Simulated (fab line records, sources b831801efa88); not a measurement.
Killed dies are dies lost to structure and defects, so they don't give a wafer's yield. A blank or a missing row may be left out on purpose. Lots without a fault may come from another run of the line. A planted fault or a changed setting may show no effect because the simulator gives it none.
Which tool did it? | flow sky130 | 6 lots, 18 wafers sampled, at 4 steps of a route of 708

WHAT THE GAUGES READ, wafer by wafer
SKY_CONTACT_THK_MEAS_26: measures by xrf.
lot  | measured     | on            | CONTACT_W_THK (nm)
L146 | day 31 19:56 | film_metro-02 | 355 351 352
L148 | day 32 08:17 | film_metro-02 | 359 361 354
L150 | day 33 16:23 | film_metro-03 | 353 348 352
L153 | day 34 07:28 | film_metro-03 | 352 352 349
L160 | day 36 10:07 | film_metro-04 | 361 363 365
L164 | day 38 06:07 | film_metro-02 | 359 359 356

WHICH TOOL RAN EACH LOT (tool, then ch and the chambers of the sampled wafers, then the start)
lot  | SKY_FIELD_ISO_ETCH_17           | SKY_LI_CONTACT_CMP_24         | SKY_CONTACT_CVD_00
L146 | rie_si-02 ch 1,2,3, day 2 13:16 | cmp-01 ch 1,2,3, day 29 09:00 | pecvd-04 ch 0,1,2, day 30 14:21
L148 | rie_si-02 ch 0,3, day 2 20:25   | cmp-02 ch 1,3, day 29 22:13   | pecvd-04 ch 0,1, day 31 02:49
L150 | rie_si-01 ch 0,1,2, day 3 06:37 | cmp-02 ch 0,1,3, day 31 06:59 | pecvd-04 ch 0,1, day 32 12:19
L153 | rie_si-02 ch 0,2,3, day 3 23:25 | cmp-02 ch 0,1,3, day 31 22:59 | pecvd-02 ch 1,2, day 33 03:25
L160 | rie_si-01 ch 0,1, day 5 11:46   | cmp-02 ch 0,2, day 34 01:48   | pecvd-04 ch 0,1,2, day 35 05:29
L164 | rie_si-02 ch 0,3, day 6 07:37   | cmp-01 ch 0,2,3, day 35 22:20 | pecvd-01 ch 1,2, day 37 02:46
- SKY_FIELD_ISO_ETCH_17: etches Si in HBr/Cl2/O2, target depth 342 nm, time 97.7 s.
- SKY_LI_CONTACT_CMP_24: polishes, stops on PSG, t overpolish 20 s, target thk 0 nm.
- SKY_CONTACT_CVD_00: deposits Si3N4, target thk 75 nm.

THE ANSWER, worked out from the rows above alone
Rule: what is usual is taken from the lots themselves. Put in order of their means at a reading, lots are off if they are a third of the lots or fewer, leave a main group of 4 or more, and stand apart from it by a gap of 3 or more times the standard deviation of the main group's means; of several such gaps the widest counts. A main group whose means are all the same, to the digits that the tables above print for the reading, isn't used. A lot without any number at a reading at which 4 lots or more have one is off too. The other lots that the step has rows for count as sound.
No lot is off at any reading shown: from this, nothing can be told.

WHAT THE SIMULATOR HAD PUT IN
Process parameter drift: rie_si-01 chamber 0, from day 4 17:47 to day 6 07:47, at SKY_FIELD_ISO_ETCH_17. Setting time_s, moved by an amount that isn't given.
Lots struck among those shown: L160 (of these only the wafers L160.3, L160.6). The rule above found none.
